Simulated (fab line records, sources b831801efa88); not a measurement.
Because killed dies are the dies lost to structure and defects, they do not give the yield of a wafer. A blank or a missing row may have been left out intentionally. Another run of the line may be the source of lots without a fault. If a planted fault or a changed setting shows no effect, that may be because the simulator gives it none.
What tool caused it? + flow gf180mcu + 13 lots with 39 wafers sampled at 4 steps, on a route of 602 steps

== WHAT THE GAUGES SHOWED, per wafer ==
GF_VT_IMPLANT_RS_MEAS_49: measures by four-point-probe.
| lot  | measured     | on            | MVPSD_RS (ohm/sq) |
|------|--------------|---------------|-------------------|
| L694 | day 7 15:06  | film_metro-04 | 1166 1168 1166    |
| L695 | day 7 22:25  | film_metro-03 | 1172 1172 1172    |
| L696 | day 8 01:29  | film_metro-03 | 1172 1171 1172    |
| L697 | day 8 10:04  | film_metro-03 | 1170 1169 1167    |
| L700 | day 9 03:42  | film_metro-03 | 1176 1172 1174    |
| L706 | day 10 23:16 | film_metro-03 | 1173 1170 1171    |
| L707 | day 11 05:35 | film_metro-04 | 1170 1171 1172    |
| L708 | day 11 11:55 | film_metro-04 | 1171 1172 1170    |
| L709 | day 11 17:47 | film_metro-03 | 1168 1172 1169    |
| L710 | day 12 00:41 | film_metro-04 | 1164 1163 1166    |
| L715 | day 14 01:46 | film_metro-04 | 1168 1162 1166    |
| L716 | day 14 01:58 | film_metro-02 | 1173 1170 1172    |
| L717 | day 14 06:05 | film_metro-04 | 1163 1163 1162    |

GF_DUAL_GATE_OVL_MEAS_11.
| lot  | measured     | on         | DUAL_GATE_OVL (nm) |
|------|--------------|------------|--------------------|
| L694 | day 8 08:56  | overlay-02 | -1.6 -1.4 0.1      |
| L695 | day 8 17:38  | overlay-01 | -1.4 -1.9 -0.1     |
| L696 | day 8 22:11  | overlay-02 | -0.5 -1.3 -1.8     |
| L697 | day 9 03:29  | overlay-02 | -2.9 -3.4 -2.7     |
| L700 | day 9 23:55  | overlay-01 | -3.3 -4.3 -1.9     |
| L706 | day 11 18:01 | overlay-02 | -1.2 -2.3 -0.8     |
| L707 | day 12 02:05 | overlay-02 | -0.5 -1.1 -1.6     |
| L708 | day 12 10:20 | overlay-01 | -1.4 -0.7 -1.6     |
| L709 | day 12 14:46 | overlay-02 | -1.7 -0.4 -0.9     |
| L710 | day 12 20:47 | overlay-01 | -1.1 -1.4 0.9      |
| L715 | day 15 00:40 | overlay-01 | 1.0 -1.3 0.3       |
| L716 | day 15 01:07 | overlay-01 | -1.8 -1.3 -0.5     |
| L717 | day 15 05:22 | overlay-01 | 1.7 0.6 0.7        |

GF_HV_LDD_OVL_MEAS_20.
| lot  | measured     | on         | HV_LDD_01_OVL (nm) |
|------|--------------|------------|--------------------|
| L694 | day 10 20:02 | overlay-01 | 0.9 0.2 1.4        |
| L695 | day 11 08:20 | overlay-01 | 0.5 2.4 2.2        |
| L696 | day 11 10:50 | overlay-01 | 0.3 -0.3 -0.6      |
| L697 | day 11 15:37 | overlay-02 | -0.7 -0.9 -0.8     |
| L700 | day 12 13:35 | overlay-02 | -2.6 -1.0 0.5      |
| L706 | day 14 10:22 | overlay-01 | 0.6 0.0 1.0        |
| L707 | day 15 00:12 | overlay-02 | 0.3 0.5 -1.0       |
| L708 | day 15 06:18 | overlay-01 | -1.0 1.3 -1.6      |
| L709 | day 15 10:02 | overlay-02 | 0.4 1.9 2.7        |
| L710 | day 15 17:47 | overlay-01 | 0.9 -2.6 -1.6      |
| L715 | day 18 02:05 | overlay-02 | 0.2 0.3 -1.8       |
| L716 | day 18 04:41 | overlay-02 | -0.2 -0.7 -1.2     |
| L717 | day 18 06:17 | overlay-02 | 1.0 0.9 1.1        |

== EACH LOT AND THE TOOL THAT RAN IT (in order: tool; ch and the chambers of the sampled wafers; start) ==
| lot  | GF_POLY_GATE_ETCH_13             |
|------|----------------------------------|
| L694 | rie_si-02 ch 0,2, day 9 05:01    |
| L695 | rie_si-01 ch 0,2,3, day 9 17:16  |
| L696 | rie_si-02 ch 0,1, day 9 19:19    |
| L697 | rie_si-01 ch 0,2,3, day 10 01:32 |
| L700 | rie_si-02 ch 0,1, day 10 23:35   |
| L706 | rie_si-02 ch 1,2,3, day 12 16:13 |
| L707 | rie_si-01 ch 1,3, day 13 03:20   |
| L708 | rie_si-01 ch 0,1, day 13 10:11   |
| L709 | rie_si-01 ch 2,3, day 13 13:56   |
| L710 | rie_si-01 ch 1,2, day 13 20:56   |
| L715 | rie_si-01 ch 1,2,3, day 16 01:52 |
| L716 | rie_si-02 ch 0,1,2, day 16 03:17 |
| L717 | rie_si-01 ch 1,2,3, day 16 07:11 |
- GF_POLY_GATE_ETCH_13: etches poly-Si in HBr/Cl2, stops on SiO2, target depth 198.5 nm, time 69.6 s.

== WHAT THE TOOLS THEMSELVES READ (means of the sampled wafers that have a number; where no wafer has one, the mark that the record gives instead) ==
GF_POLY_GATE_ETCH_13.
| lot  | tool      | drypump_motor_current_A (A) | oes_product_au (a.u.) | run_length_s (s) | throttle_valve_pct (%) |
|------|-----------|-----------------------------|-----------------------|------------------|------------------------|
| L694 | rie_si-02 | 6.0                         | 0.983                 | 97.5             | 33.680                 |
| L695 | rie_si-01 | 5.9                         | 0.997                 | 98.0             | 33.674                 |
| L696 | rie_si-02 | 5.5                         | 0.988                 | 97.7             | 33.692                 |
| L697 | rie_si-01 | 5.9                         | 0.987                 | 98.0             | 33.688                 |
| L700 | rie_si-02 | 5.5                         | 0.976                 | 97.9             | 33.691                 |
| L706 | rie_si-02 | 6.1                         | 0.950                 | 101.1            | 33.685                 |
| L707 | rie_si-01 | 5.7                         | 0.993                 | 98.1             | 33.680                 |
| L708 | rie_si-01 | 5.6                         | 0.989                 | 98.1             | 33.690                 |
| L709 | rie_si-01 | 5.5                         | 0.995                 | 97.9             | 33.692                 |
| L710 | rie_si-01 | 5.2                         | 0.992                 | 98.2             | 33.691                 |
| L715 | rie_si-01 | 5.5                         | 0.995                 | 98.2             | 33.684                 |
| L716 | rie_si-02 | 5.7                         | 0.989                 | 97.8             | 33.684                 |
| L717 | rie_si-01 | 5.5                         | 0.993                 | 98.1             | 33.681                 |

== THE ANSWER, worked out from the rows above alone ==
Rule: the lots themselves supply what counts as usual. Put in order of their means at a reading, lots are off if they are a third of the lots or fewer, leave a main group of 4 or more, and stand apart from it by a gap of 3 or more times the standard deviation of the main group's means; of several such gaps the widest counts. A main group whose means are all the same, to the digits that the tables above print for the reading, isn't used. Also off: a lot with no number at a reading for which 4 or more lots have one. Where the step has rows for the other lots, those lots are counted as sound. The gauges are gone through in route order, then the tools' own readings, and for those a lot's mean is taken as printed above. The first step at which some lot is off is used, and at that step the reading that is off furthest; a lot without a number counts as furthest.
Off: L706, at GF_POLY_GATE_ETCH_13 (run_length_s). Main group: mean 98.0 s, sd 0.2.
If a tool, at that step or one of the process steps before it, ran each lot that is off and ran no sound lot following the first of them, it fits. None of those tried fits.

== WHAT THE SIMULATOR PUT IN ==
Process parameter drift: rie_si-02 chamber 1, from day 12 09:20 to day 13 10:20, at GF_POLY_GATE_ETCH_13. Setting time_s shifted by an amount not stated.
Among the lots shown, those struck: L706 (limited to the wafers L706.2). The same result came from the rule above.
